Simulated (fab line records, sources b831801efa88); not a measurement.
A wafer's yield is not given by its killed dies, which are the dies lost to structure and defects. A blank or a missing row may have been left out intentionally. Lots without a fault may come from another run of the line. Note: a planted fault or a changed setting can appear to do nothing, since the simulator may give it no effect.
Chamber matching | flow gf180mcu | GF_V5_ETCH_16 on rieDiel-04 has 4 sister chambers
The step etches BARC in N2/H2. 8 wafers are shown with their chamber, then 8 later ones without.

== WAFERS PAIRED WITH THEIR CHAMBERS ==
wafer  | chamber | drypumpMotorCurrentA (A) | rfFwdPowerW (W)
L083.3 | 2       | 5.7                      | 493.3
L083.6 | 3       | 6.3                      | 495.8
L084.5 | 0       | 5.3                      | 495.0
L084.6 | 1       | 6.5                      | 490.6
L085.2 | 1       | 6.5                      | 492.1
L085.3 | 3       | 6.3                      | 491.9
L085.6 | 0       | 5.3                      | 499.7
L090.2 | 2       | 5.6                      | 499.3

== WAFERS WITHOUT THEIR CHAMBER ==
wafer  | drypumpMotorCurrentA (A) | rfFwdPowerW (W)
L090.3 | 6.5                      | 492.3
L090.6 | 5.4                      | 495.5
L091.2 | 5.4                      | 497.6
L091.4 | 6.3                      | 494.3
L091.5 | 5.4                      | 497.4
L097.4 | 6.3                      | 494.0
L097.5 | 6.3                      | 494.8
L097.6 | 5.3                      | 496.8

== WHICH CHAMBER EACH ONE RAN IN ==
wafer  | from the rows above | in truth
L090.3 | 1                   | 1
L090.6 | 0                   | 0
L091.2 | 0                   | 0
L091.4 | 3                   | 3
L091.5 | 0                   | 0
L097.4 | 3                   | 3
L097.5 | 3                   | 3
L097.6 | 0                   | 0
8 of 8 placed correctly. Not placeable from these rows: 0. Wrongly placed: 0.
How it was worked out, from the rows above alone: a wafer's distance from a chamber is the root of the sum, over the readings, of the square of ((its reading less the chamber's mean) divided by the reading's scatter). If the next closest chamber is less than 2 further off than the closest, the wafer can't be placed; otherwise it belongs to the closest. A chamber's mean is the mean of its shown wafers. The scatter is the square root of a quotient: the sum, over the shown wafers, of each reading's squared deviation from its chamber's mean, divided by wafers minus chambers.
